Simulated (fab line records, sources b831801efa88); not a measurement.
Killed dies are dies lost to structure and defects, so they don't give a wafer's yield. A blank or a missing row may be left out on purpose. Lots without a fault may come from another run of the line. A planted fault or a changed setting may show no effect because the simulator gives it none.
Problem report in the 8D (eight disciplines) form, filled by code | flow gf180mcu | the parts of the form that need people (team, actions taken, sign-off) are left out

1. THE PROBLEM
MVSD_TW at GF_MVSD_TW_MEAS_11 reads a mean of 30 on 6 wafers of 2 lots; wafers without a fault read 1567 with a standard deviation of 11. That is -99 or more standard deviations from the usual mean.
First seen on wafer L599.1, day 7 07:49, on film_metro-04. The record holds 42 wafers of 14 lots with a number at this step. Rule for "out", or "out of limits": more than 4 standard deviations from the usual mean. The other wafers with a number count as sound.

2. WHAT IT IS AND WHAT IT IS NOT
question                    | is                           | is not
which readings at this step | MVSD_TW                      | -
which lots                  | L599, L602                   | L587, L588, L589, L591, L592, L593, L594, L600, L603, L604, L605, L608
which wafers of those lots  | all that have a number       | -
read on which gauges        | film_metro-02, film_metro-04 | film_metro-03
when                        | from day 7 07:49             | up to then (21 sound wafers); but 15 sound wafers of L600, L603, L604, L605, L608 came after

3. SUSPECTS, AND WHAT RULES EACH OUT
Counting: a tool at a process step up to the reading stays a suspect if it ran every lot that is out and no sound lot after the first of them.
- the gauge at GF_MVSD_TW_MEAS_11: ruled out. The wafers that are out were read on 2 gauges (film_metro-02, film_metro-04).
- litho_track-01 at GF_MVSD_DEVELOP_06 (develop time 60 s): kept. It ran every lot that is out, first L599 (day 7 07:00), and no sound lot after that; its last sound lot up to then is L594 (day 6 03:00).
Left after counting: litho_track-01 at GF_MVSD_DEVELOP_06.

4. THE CAUSE (what the simulator had put in)
Process parameter drift: litho_track-01, from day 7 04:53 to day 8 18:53, at GF_MVSD_DEVELOP_06. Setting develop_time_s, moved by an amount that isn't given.
Counting left only this tool.

5. THE CHAIN OF EFFECTS, in route order
Each row: a reading whose mean over the struck wafers that have a number lies more than 3 standard deviations from the usual. Only readings for which the record gives a usual standard deviation are gone through. hours: the time from each lot's start at the first step in this table that gives one to its start at this step, as a median over the lots. sigmas: the change in usual standard deviations.
hours | step               | reading | usual | on struck wafers | change | sigmas
0     | GF_MVSD_TW_MEAS_11 | MVSD_TW | 1567  | 30               | -1537  | -99 or more
Readings that are blank on the struck wafers while sound wafers have them: MVSD_OVL at GF_MVSD_OVL_MEAS_07.
Later measuring or inspecting steps at which every struck wafer that the step has a row for has a number for every such reading, and none has moved that far: GF_CONTACT_THK_MEAS_01.

6. WHAT WOULD HAVE CAUGHT IT SOONER
In this record the first reading out of limits at a measuring or inspecting step was taken at day 7 07:49, 3 hours after the fault began at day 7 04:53.
Between GF_MVSD_DEVELOP_06 and GF_MVSD_TW_MEAS_11, GF_MVSD_OVL_MEAS_07 gave no MVSD_OVL on the struck wafers, where sound wafers have one: a measuring or inspecting step that comes back empty is itself a sign.
Of the lots that are out (2), L602 began GF_MVSD_DEVELOP_06 on litho_track-01 after day 7 07:49. A hold on the tool at that time would have spared it.
